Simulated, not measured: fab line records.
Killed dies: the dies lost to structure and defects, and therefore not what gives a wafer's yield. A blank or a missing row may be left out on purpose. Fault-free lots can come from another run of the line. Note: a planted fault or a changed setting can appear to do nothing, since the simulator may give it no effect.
fab line records	flow sky130
[record] lots = 6	wafers = 18	lastDay = 50
route steps=708 shown VIA2@521 METAL3@532
lots that met no fault: from a run of the same line without faults
startH: the number of hours between the record's first day and the start of the first shown wafer of the lot	waitH: hours since the lot's step before	" unchanged from the row above	L1.1+2: several wafers, shown together as one row	- no value present, or no start provided	* or withheld: withheld	< > ~ a bound
route shown NAME@n: names a module that has steps shown in the file, with the first one's number in the route	usual: the fault-free wafers' mean and standard deviation	same: alike in all rows	chamber/n: place in a boat	sites: readings site by site	_std_site: the values' standard deviation	_edge_site: inner sites' mean taken away from outer sites' mean	radiusMm: how far each site lies from the wafer's centre	mask NAME#n: copy n	behind: the last tool/chamber to shape the wafer	hold: why the lot went on hold/how many hours it stayed there/how the hold came to an end	device: transistor that didn't switch, given as n, p or np	end of line: the tests these same wafers got at the end of their route	where a step has no rows: the recipe by itself	killed: not the wafer's yield, but the dies lost to structure and defects at the first sort	map: the dies of a wafer, with x for killed, . for not killed, _ for no die there
set.NAME: the run value of the setting; set.NAME@STEP: its run value at that earlier step	model.NAME: the simulator's own value behind a step, which no gauge read
lots at some steps of the route; a table a step, a row a wafer
services: from which hour (startH, from the record's first day; less than 0 if before it) a tool's chamber was out of use, for how many hours, and why
[[steps]]
[step SKY_VIA2_ETCH_14]
[recipe] chemistry = N2/H2	target = BARC	ionEnergyEv = 200	sourceW = 500	biasW = 100	pressureMtorr = 30	n2FlowSccm = 100	h2FlowSccm = 200	stopOn = SiO2	timeS = 45.9	targetDepthA = 600
[step SKY_VIA2_ETCH_15]
[recipe] target = SiO2	chemistry = C4F8/O2/Ar	targetDepthNm = 546	stopOn = TiN	maskMaterial = KrF-thick	sourceW = 1500	biasW = 1200	pressureMtorr = 40	c4f8FlowSccm = withheld	O2_flow_sccm = 6	Ar_flow_sccm = 300	timeS = 84
[usual] oesProductAu = 0.940/0.0048
lot.wafer	tool	chamber	startH	waitH	oesProductAu	rfHoursCounterH
L548.1	rieDiel-02	1	860.93	0.0	0.938	3
L548.3	"	3	"	"	0.937	11
L548.6	"	2	"	"	0.939	-
L549.3	rieDiel-04	1	878.78	0.0	0.949	10
L549.5	"	0	"	"	0.941	-
L549.6	"	1	"	"	0.942	-
L561.1	rieDiel-04	0	954.33	0.0	0.941	20
L561.4	"	2	"	"	0.949	12
L561.5	"	2	"	"	0.945	-
L562.3	rieDiel-01	3	961.61	0.0	0.940	4
L562.4	"	1	"	"	0.943	27
L562.6	"	3	"	"	0.943	-
L566.1	rieDiel-01	2	988.08	0.0	0.947	4
L566.3	"	3	"	"	0.939	5
L566.6	"	2	"	"	0.941	-
L570.2	rieDiel-01	2	1008.83	0.0	0.942	5
L570.3	"	1	"	"	0.940	29
L570.5	"	3	"	"	0.939	-
[step SKY_VIA2_STRIP_16]
[recipe] chemistry = O2/N2	powerW = 1400	pressureMtorr = 1500	platenTempC = withheld	o2FlowSccm = 3000	n2FlowSccm = 300	overashFraction = 0.5
[usual] drypumpMotorCurrentA = 5.8/0.54	oesProductAu = 0.399/0.0048	stripTimeToEndpointS = 4.04/0.037
lot.wafer	tool	chamber	startH	waitH	drypumpMotorCurrentA	oesProductAu	rfHoursCounterH	stripTimeToEndpointS
L548.1	plasmaAsher-02	1	860.99	0.0	5.4	0.399	11	4.03
L548.3	"	1	"	"	5.4	0.396	-	4.02
L548.6	"	1	"	"	5.4	0.396	-	4.06
L549.3	plasmaAsher-01	1	878.87	0.1	5.3	0.398	-	4.09
L549.5	"	0	"	"	5.2	0.394	-	4.06
L549.6	"	1	"	"	5.3	0.394	-	4.06
L561.1	plasmaAsher-03	1	954.39	0.0	6.7	0.398	85	4.09
L561.4	"	0	"	"	5.9	0.400	-	4.05
L561.5	"	0	"	"	5.9	0.400	-	4.07
L562.3	plasmaAsher-03	0	961.71	0.1	5.9	0.399	-	4.07
L562.4	"	1	"	"	6.7	0.397	-	4.03
L562.6	"	1	"	"	6.7	0.405	-	4.08
L566.1	plasmaAsher-03	0	988.14	0.0	5.9	0.404	89	3.97
L566.3	"	1	"	"	6.7	0.402	-	4.08
L566.6	"	1	"	"	6.7	0.398	-	3.99
L570.2	plasmaAsher-02	1	1008.89	0.0	5.4	0.394	27	4.01
L570.3	"	1	"	"	5.4	0.400	-	4.02
L570.5	"	1	"	"	5.4	0.414	-	4.08
[step SKY_VIA2_STRIP_17]
[recipe] chemistry = postEtchResidueRemover	timeS = 1200	tempC = 72.5
[step SKY_VIA2_CLEAN_18]
[recipe] chemistry = IPA	timeS = 180	tempC = 25
[step SKY_VIA2_CLEAN_19]
[recipe] chemistry = O3/DIW	dry = n2Spin
[step SKY_VIA2_SPUTTER_20]
[recipe] material = TiN	targetThkNm = 20	chamberPressurePa = 5	powerW = 4000	timeS = 80
[step SKY_VIA2_CVD_21]
[recipe] material = W	targetThkNm = 420	timeS = 126.4	tempC = 400	pressureTorr = 40
[usual] heaterPowerW = 799/61
lot.wafer	tool	chamber	startH	waitH	heaterPowerW	sinceWetCleanH
L548.1	cvdW-01	1	861.65	0.0	903	958
L548.3	"	1	"	"	895	-
L548.6	"	0	"	"	812	-
L549.3	cvdW-02	1	879.56	0.1	842	-
L549.5	"	1	"	"	833	-
L549.6	"	0	"	"	703	-
L561.1	cvdW-01	0	955.04	0.0	817	37
L561.4	"	0	"	"	789	-
L561.5	"	1	"	"	778	-
L562.3	cvdW-02	1	962.38	0.1	822	-
L562.4	"	0	"	"	685	-
L562.6	"	0	"	"	708	-
L566.1	cvdW-02	0	988.80	0.0	708	583
L566.3	"	0	"	"	709	-
L566.6	"	0	"	"	704	-
L570.2	cvdW-02	0	1009.55	0.0	686	604
L570.3	"	0	"	"	698	-
L570.5	"	1	"	"	827	-
[step SKY_VIA2_RS_MEAS_22]
[recipe] thkMeasGauge = four-point-probe	reads = W_of_VIA2_CVD_21+TiN_of_VIA2_SPUTTER_20
[usual] VIA2_W_RS = 0.2730/0.0029
lot.wafer	tool	chamber	startH	waitH	VIA2_W_RS[ohm/sq]
L548.1	filmMetro-04	-	861.78	0.1	0.2784
L548.3	"	-	"	"	0.2753
L548.6	"	-	"	"	0.2752
L549.3	filmMetro-03	-	879.69	0.1	0.2743
L549.5	"	-	"	"	0.2715
L549.6	"	-	"	"	0.2696
L561.1	filmMetro-04	-	955.17	0.1	0.2703
L561.4	"	-	"	"	0.2705
L561.5	"	-	"	"	0.2775
L562.3	filmMetro-01	-	962.50	0.1	0.2705
L562.4	"	-	"	"	0.2735
L562.6	"	-	"	"	0.2762
L566.1	filmMetro-04	-	988.93	0.1	0.2763
L566.3	"	-	"	"	0.2777
L566.6	"	-	"	"	0.2760
L570.2	filmMetro-04	-	1009.70	0.1	0.2755
L570.3	"	-	"	"	0.2725
L570.5	"	-	"	"	0.2675
[step SKY_VIA2_THK_MEAS_23]
[recipe] thkMeasGauge = xrf	reads = W_of_VIA2_CVD_21
[usual] VIA2_W_THK = 441/6.7
lot.wafer	tool	chamber	startH	waitH	VIA2_W_THK[nm]
L548.1	filmMetro-04	-	861.90	0.1	429
L548.3	"	-	"	"	434
L548.6	"	-	"	"	433
L549.3	filmMetro-03	-	879.79	0.1	444
L549.5	"	-	"	"	447
L549.6	"	-	"	"	450
L561.1	filmMetro-04	-	955.29	0.1	439
L561.4	"	-	"	"	441
L561.5	"	-	"	"	431
L562.3	filmMetro-01	-	962.60	0.1	445
L562.4	"	-	"	"	437
L562.6	"	-	"	"	439
L566.1	filmMetro-04	-	989.05	0.1	431
L566.3	"	-	"	"	427
L566.6	"	-	"	"	427
L570.2	filmMetro-04	-	1009.81	0.1	438
L570.3	"	-	"	"	439
L570.5	"	-	"	"	453
[step SKY_VIA2_CMP_24]
[recipe] stopOn = SiO2	tOverpolishS = 20	downForcePsi = 3.5	platenRpm = 60	targetThkNm = 0	padVelocityMS = 0.94248
[usual] motorCurrentA = 11.1/0.78	overpolishRunS = 20.000/0.0085	platenRpm = 59.99/0.04	timeToEndpointS = 101/5
lot.wafer	tool	chamber	startH	waitH	motorCurrentA	overpolishRunS	platenRpm	timeToEndpointS
L548.1	cmp-02	0	862.01	0.1	11.7	20.020	60.02	100
L548.3	"	1	"	"	10.1	20.009	59.98	95
L548.6	"	0	"	"	11.9	20.009	60.07	102
L549.3	cmp-01	2	879.83	0.0	11.1	20.002	59.92	106
L549.6	"	2	"	"	11.3	20.007	60.10	110
L549.5	"	3	"	"	10.8	19.999	59.96	113
L561.1	cmp-01	0	956.42	1.1	11.8	19.993	59.99	107
L561.4	"	3	"	"	10.5	20.005	59.98	114
L561.5	"	1	"	"	11.8	20.001	59.94	96
L562.3	cmp-01	0	962.64	0.0	11.6	20.006	60.00	107
L562.4	"	1	"	"	11.2	20.004	60.06	98
L562.6	"	0	"	"	12.1	20.004	60.04	105
L566.1	cmp-02	3	989.11	0.1	10.2	20.004	59.98	95
L566.3	"	1	"	"	10.6	19.993	59.96	94
L566.6	"	3	"	"	10.0	20.017	59.98	97
L570.3	cmp-02	3	1009.86	0.0	10.3	20.010	59.99	96
L570.2	"	2	"	"	11.4	19.986	60.02	99
L570.5	"	3	"	"	9.7	20.010	59.99	101
[step SKY_METAL3_SPUTTER_00]
[recipe] material = Ti	targetThkNm = 15	powerW = 3000	timeS = 10	chamberPressurePa = 0.4
[step SKY_METAL3_SPUTTER_01]
[recipe] material = TiN	targetThkNm = 20	powerW = 6500	timeS = 16.7	chamberPressurePa = 0.4
[usual] cathodeDcPowerW = 6500.0/1.2	chamberPressurePa = 0.3999/0.00088	throttleValvePct = 30.0/1.3
lot.wafer	tool	chamber	startH	waitH	cathodeDcPowerW	chamberPressurePa	throttleValvePct
L548.1	pvdSputter-03	-	862.29	0.0	6500.6	0.3993	30.6
L548.3	"	-	"	"	6498.6	0.4011	29.9
L548.6	"	-	"	"	6501.1	0.4015	29.9
L549.3	pvdSputter-02	-	880.15	0.0	6499.8	0.3996	31.0
L549.5	"	-	"	"	6497.1	0.4010	29.6
L549.6	"	-	"	"	6500.7	0.3999	30.2
L561.1	pvdSputter-02	-	956.74	0.0	-	-	-
L561.4	"	-	"	"	-	-	-
L561.5	"	-	"	"	-	-	-
L562.3	pvdSputter-01	-	962.97	0.0	-	-	-
L562.4	"	-	"	"	-	-	-
L562.6	"	-	"	"	-	-	-
L566.1	pvdSputter-03	-	989.43	0.0	6500.5	0.4002	30.3
L566.3	"	-	"	"	6501.3	0.4004	29.9
L566.6	"	-	"	"	6498.6	0.3999	30.2
L570.2	pvdSputter-02	-	1010.18	0.0	6499.9	0.4011	29.0
L570.3	"	-	"	"	6499.3	0.3996	31.1
L570.5	"	-	"	"	6498.6	0.4014	29.6
[step SKY_METAL3_SPUTTER_02]
[recipe] material = AlCu	targetThkNm = 735	powerW = 10600	timeS = 39.1	chamberPressurePa = 0.4
[usual] cathodeDcPowerW = 10600/1.8	chamberPressurePa = 0.3999/0.0009	throttleValvePct = 30.0/1.3
lot.wafer	tool	chamber	startH	waitH	cathodeDcPowerW	chamberPressurePa	throttleValvePct
L548.1	pvdSputter-03	-	862.31	0.0	10602	0.3960	30.6
L548.3	"	-	"	"	10601	0.4006	29.9
L548.6	"	-	"	"	10598	0.3988	30.1
L549.3	pvdSputter-02	-	880.18	0.0	10601	0.3989	31.3
L549.5	"	-	"	"	10601	0.4001	29.6
L549.6	"	-	"	"	10599	0.3987	30.2
L561.1	pvdSputter-02	-	956.77	0.0	10598	0.3998	31.2
L561.4	"	-	"	"	10599	0.3987	28.7
L561.5	"	-	"	"	10600	0.3993	31.1
L562.3	pvdSputter-01	-	962.99	0.0	10599	0.4000	29.9
L562.4	"	-	"	"	10601	0.4010	29.9
L562.6	"	-	"	"	10600	0.4016	27.7
L566.1	pvdSputter-03	-	989.46	0.0	10603	0.4009	29.9
L566.3	"	-	"	"	10601	0.4002	29.9
L566.6	"	-	"	"	10598	0.3994	30.4
L570.2	pvdSputter-02	-	1010.21	0.0	10600	0.3995	29.0
L570.3	"	-	"	"	10599	0.3984	31.2
L570.5	"	-	"	"	10598	0.4011	29.7
[[services]]
tool	chamber	startH	hours	kind
rieDiel-01	0	849.31	5.6	repair
cmp-02	-	851.60	0.7	repair
cmp-02	-	858.47	3.0	repair
cmp-01	-	864.11	2.9	repair
pvdSputter-03	-	865.72	6.2	repair
rieDiel-01	2	873.41	3.2	repair
pvdSputter-01	-	878.44	4.8	repair
plasmaAsher-03	-	887.78	2.8	pm
cmp-02	-	892.93	1.1	repair
plasmaAsher-03	-	896.73	1.9	repair
cvdW-01	-	904.00	14.0	pm
cmp-01	-	904.66	3.7	repair
cmp-02	-	908.36	23.6	pm
cmp-02	-	931.98	4.0	pm
cmp-02	-	933.40	19.3	repair
cmp-01	-	940.20	3.5	repair
cmp-02	-	943.21	4.9	repair
rieDiel-01	3	945.28	13.7	repair
cmp-01	-	949.87	6.5	repair
rieDiel-01	0	962.08	4.7	repair
cmp-02	-	971.95	1.8	repair
rieDiel-04	3	980.33	1.7	repair
cmp-01	-	994.94	0.4	repair
plasmaAsher-02	-	996.57	1.5	repair
[[key]]
[firstSign] step = SKY_METAL3_SPUTTER_01	reading = toolRecord	direction = missing
effect none on later readings
metAt SKY_METAL3_SPUTTER_01
struckWafers L561.1,L561.4,L561.5,L562.3,L562.4,L562.6
laterRowsLeftOut L561.1,L561.4,L561.5,L562.3,L562.4,L562.6
sortLeftOut L561.1,L561.4,L561.5,L562.3,L562.4,L562.6
onsetBetween 880.15 956.74
[fault] kind = skippedStepWhole	tool = pvdSputter-01,pvdSputter-02	chamber = -	onsetH = 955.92	steps = SKY_METAL3_SPUTTER_01	scope = struckLotsOnly
// sortLeftOut: the simulated sort isn't trusted on such a fault, so these wafers' sort isn't shown, and their yield isn't known
// laterRowsLeftOut: the simulator's readings of these wafers behind a module that went badly wrong aren't trusted and aren't shown, but for the sort
